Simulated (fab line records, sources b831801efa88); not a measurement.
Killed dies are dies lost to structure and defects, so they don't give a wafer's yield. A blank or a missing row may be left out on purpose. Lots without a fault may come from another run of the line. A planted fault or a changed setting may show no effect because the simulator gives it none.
Problem report in the 8D (eight disciplines) form, filled by code | flow gf180mcu | the parts of the form that need people (team, actions taken, sign-off) are left out

1. THE PROBLEM
POLY_GATE_CVD_00_THK at GF_POLY_GATE_THK_MEAS_01 reads a mean of 286.6 nm on 6 wafers of 2 lots; wafers without a fault read 199.8 nm with a standard deviation of 1.9. That is +46 standard deviations from the usual mean.
First seen on wafer L364.1, day 11 15:53, on film_metro-03. The record holds 39 wafers of 13 lots with a number at this step. Rule for "out", or "out of limits": more than 4 standard deviations from the usual mean. The other wafers with a number count as sound.

2. WHAT IT IS AND WHAT IT IS NOT
question                    | is                     | is not
which readings at this step | POLY_GATE_CVD_00_THK   | -
which lots                  | L364, L365             | L353, L354, L355, L356, L358, L359, L360, L368, L373, L374, L376
which wafers of those lots  | all that have a number | -
read on which gauges        | film_metro-03          | film_metro-02
when                        | from day 11 15:53      | up to then (21 sound wafers); but 12 sound wafers of L368, L373, L374, L376 came after

3. SUSPECTS, AND WHAT RULES EACH OUT
Counting: a tool at a process step up to the reading stays a suspect if it ran every lot that is out and no sound lot after the first of them.
- the gauge at GF_POLY_GATE_THK_MEAS_01: kept. All the wafers that are out were read on film_metro-03, and no step on other tools shows them out.
- plasma_asher-02 at GF_MVSD_STRIP_10 (strips in O2/N2): ruled out as a lasting fault. Sound lots L373, L374 ran on it after its first lot that is out, L364 (day 7 03:33).
- lpcvd-02 at GF_POLY_GATE_CVD_00 (deposits poly-Si, target thk 200 nm, time 1200 s): ruled out as a lasting fault. Sound lots L373, L376 ran on it after its first lot that is out, L364 (day 11 14:33).
Left after counting: film_metro-03 at GF_POLY_GATE_THK_MEAS_01.

4. THE CAUSE (what the simulator had put in)
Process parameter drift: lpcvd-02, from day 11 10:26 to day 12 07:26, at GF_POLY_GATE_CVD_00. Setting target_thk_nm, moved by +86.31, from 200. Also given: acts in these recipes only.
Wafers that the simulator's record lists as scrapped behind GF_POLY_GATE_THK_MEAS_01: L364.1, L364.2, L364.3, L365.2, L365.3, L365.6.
Counting ruled it out, wrongly: the rule takes a fault to strike every lot that its tool runs from its start on, and this one did not.

5. THE CHAIN OF EFFECTS, in route order
Each row: a reading whose mean over the struck wafers that have a number lies more than 3 standard deviations from the usual. Only readings for which the record gives a usual standard deviation are gone through. hours: the time from each lot's start at the first step in this table that gives one to its start at this step, as a median over the lots. sigmas: the change in usual standard deviations.
hours | step                     | reading              | usual    | on struck wafers | change | sigmas
0     | GF_POLY_GATE_THK_MEAS_01 | POLY_GATE_CVD_00_THK | 199.8 nm | 286.6            | +86.8  | +46

6. WHAT WOULD HAVE CAUGHT IT SOONER
In this record the first reading out of limits at a measuring or inspecting step was taken at day 11 15:53, 5 hours after the fault began at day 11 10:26.
Of the tool readings at GF_POLY_GATE_CVD_00 for which the record gives a usual standard deviation, none was out on any struck wafer, so an alarm limit of 4 standard deviations on them would not have fired.
